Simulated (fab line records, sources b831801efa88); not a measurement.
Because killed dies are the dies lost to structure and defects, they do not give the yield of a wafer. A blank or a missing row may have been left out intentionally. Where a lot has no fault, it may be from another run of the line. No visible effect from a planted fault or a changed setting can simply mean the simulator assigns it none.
A lot that was struck, set against a sound lot / flow sky130 / 14 out of 708 route steps
Sound: wafers L711.1, L711.3, L711.6. Wafers struck: L705.1, L705.2, L705.3. The cause is named last.
Order at every step that has rows: each side's tool, ch and its chambers, its first start. Under that, the readings that differ: sound wafers / struck wafers / difference of the means / sigmas: that difference in standard deviations of wafers without a fault.
alike: a reading whose means differ by less than 2 such deviations, as well as words and numbers matching on both sides. not compared: withheld readings; readings where some wafer has no value; bounds like >300 that might hide an equal value; numbers whose values overlap and for which the record gives no deviation.
A row with sigmas, a row that says differs or no value, or rows on one side alone: a step with any of these is where the two part. Numbers that don't overlap but have no deviation are shown without sigmas and don't part them. Lack of a reading on every wafer of one side parts them only where that side has two or more wafers.

SKY_LDD_LDN_STRIP_12: strips in O2/N2.
  sound on plasmaAsher-03 ch 0,1, day 27 20:41; struck on plasmaAsher-03 ch 0,1, day 25 10:28
  alike: drypumpMotorCurrentA, oesProductAu, stripTimeToEndpointS
  not compared: rfHoursCounterH
SKY_LDD_LDN_TW_MEAS_13:
  sound: filmMetro-04 at day 27 20:47; struck: filmMetro-04 at day 25 10:34
  alike: LDD_LDN_TW
then, 2 steps without rows for these wafers: SKY_LDD_LDN_CLEAN_14 (cleans in SC1/SC2, time 150 s); SKY_SPACER_CVD_00 (deposits Si3N4 from DCS/NH3, target thk 43.1 nm, time 740 s).
SKY_SPACER_THK_MEAS_01:
  sound: filmMetro-04 at day 27 22:07; struck: filmMetro-02 at day 25 19:45
  alike: SPACER_CVD_00_THK
SKY_SPACER_ETCHBACK_02: etches Si3N4 in CH3F/O2, stops on SiO2, time 46.7 s, target depth 45 nm.
  sound on rieDiel-02 ch 1,3, day 27 22:10; struck on rieDiel-04 ch 0,1,3, day 25 19:49
  alike: drypumpMotorCurrentA, oesProductAu, throttleValvePct
  not compared: rfHoursCounterH
then, 6 steps without rows for these wafers: SKY_POLY_CUT_DEHYDRATE_00 (time 60 s); SKY_POLY_CUT_HMDS_01 (prime time 60 s); SKY_POLY_CUT_COAT_02 (resist thk 60 nm); SKY_POLY_CUT_COAT_03 (resist thk 450 nm); SKY_POLY_CUT_SOFTBAKE_04 (time 90 s); SKY_POLY_CUT_EXPOSE_05 (exposes mask NPCM, target cd 270 nm).
SKY_POLY_CUT_PEB_06:
  struck on lithoTrack-03, day 26 23:00; sound on lithoTrack-02 ch 0, day 29 01:00
reading=exhaustPa (Pa); sound=44.3 43.7 44.6; struck=- - -; difference=no value on the struck wafers; sigmas=
  not compared: chillPlateTempC
then, 1 step without rows for these wafers: SKY_POLY_CUT_DEVELOP_07 (develop time 60 s).

## WHERE THEY PART
Only at SKY_POLY_CUT_PEB_06, as far as this record shows.

WHY: the cause the simulator had injected
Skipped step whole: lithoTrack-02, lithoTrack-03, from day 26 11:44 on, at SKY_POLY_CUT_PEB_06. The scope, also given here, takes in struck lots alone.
